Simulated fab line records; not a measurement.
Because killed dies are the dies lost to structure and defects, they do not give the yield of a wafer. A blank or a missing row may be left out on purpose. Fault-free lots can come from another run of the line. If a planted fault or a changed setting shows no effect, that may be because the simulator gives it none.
Comparing a struck lot with a sound one	flow sky130	15 out of 708 route steps
Sound: these wafers, L685.2, L685.4, L685.6. Struck: wafers L680.1, L680.4, L680.6. The cause is given at the end.
At each step with rows: each side's tool, then ch and its chambers, then its first start. Under that, the readings that differ: sound wafers	struck wafers	difference of the means	sigmas: that difference in standard deviations of wafers without a fault.
alike: same words and numbers on both sides, and readings whose means sit less than 2 such deviations apart. not compared: any withheld reading, any reading some wafer has no value for, any bound like >300 that may hide the same value, and any number with overlapping values for which the record gives no deviation.
The two part at a step that has a row with sigmas, a row that says differs or no value, or rows on one side only. Numbers that don't overlap but have no deviation are shown without sigmas and don't part them. A reading missing from all wafers of one side parts the sides only when that side holds two or more wafers.

first, 7 steps without rows for these wafers: SKY_VIA2_HMDS_05 (prime time 60 s); SKY_VIA2_COAT_06 (resist thk 60 nm); SKY_VIA2_COAT_07 (resist thk 450 nm); SKY_VIA2_SOFTBAKE_08 (time 90 s); SKY_VIA2_EXPOSE_09 (exposes mask VIM2, target cd 200 nm); SKY_VIA2_PEB_10; SKY_VIA2_DEVELOP_11 (develop time 60 s).
SKY_VIA2_CD_MEAS_12: the cd target is 200 nm.
  sound on cdSem-02, day 38 22:53; struck on cdSem-01, day 37 15:31
  alike: cdNm
SKY_VIA2_OVL_MEAS_13:
  sound on overlay-01, day 38 22:59; struck on overlay-01, day 37 15:38
  alike: VIA2_OVL
SKY_VIA2_ETCH_14: etches BARC in N2/H2, stops on SiO2, time 45.9 s, target depth 60 nm.
  sound on rieDiel-02 ch 1,3, day 38 23:01; struck on rieDiel-04 ch 0,2, day 37 15:40
  alike: drypumpMotorCurrentA, n2FlowSccm, oesProductAu, throttleValvePct
  not compared: rfHoursCounterH
SKY_VIA2_ETCH_15: etches SiO2 in C4F8/O2/Ar, stops on TiN, target depth 546 nm, time 84 s.
  sound on rieDiel-02 ch 0,1,2, day 38 23:04; struck on rieDiel-04 ch 0,2, day 37 15:43
  alike: oesProductAu
  not compared: rfHoursCounterH
SKY_VIA2_STRIP_16: strips in O2/N2.
  sound on plasmaAsher-01 ch 0,1, day 38 23:07; struck on plasmaAsher-04 ch 0,1, day 37 15:46
  alike: chamberPressureMTorr, drypumpMotorCurrentA, n2FlowSccm, oesProductAu, stripTimeToEndpointS
  not compared: rfHoursCounterH
SKY_VIA2_STRIP_17: strips in post etch residue remover, time 1200 s.
  sound on wetBench-03 ch 1, day 38 23:13; struck on wetBench-04 ch 2, day 37 15:52
  no value came back on the struck wafers for bathGuardTempC (C), bathHeatDutyPct (%); on the sound wafers bathGuardTempC (C) reads 72.2 72.5 72.5
then, 1 step without rows for these wafers: SKY_VIA2_CLEAN_18 (cleans in IPA, time 180 s).
-- the record jumps here: 9 days lie between the struck wafers' starts before and after (it left off in module VIA2 and takes up again in module PAD_OPEN, whose first step shown is number 708 of the route) --
SKY_PAD_OPEN_PROBE_99:
  sound on prober-01, day 47 23:04; struck on prober-01, day 46 23:26
reading	sound	struck	difference	sigmas
model.etest.via2Chain.rcOhm	10.22 10.13 10.01	12.16 12.5 12.33	+2.21	

WHERE THEY PART
At SKY_VIA2_STRIP_17 and nowhere else, as far as this record goes.

WHY: what the simulator had put in
Beginning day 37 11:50, the whole step at SKY_VIA2_STRIP_17 was skipped on wetBench-04. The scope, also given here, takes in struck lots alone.
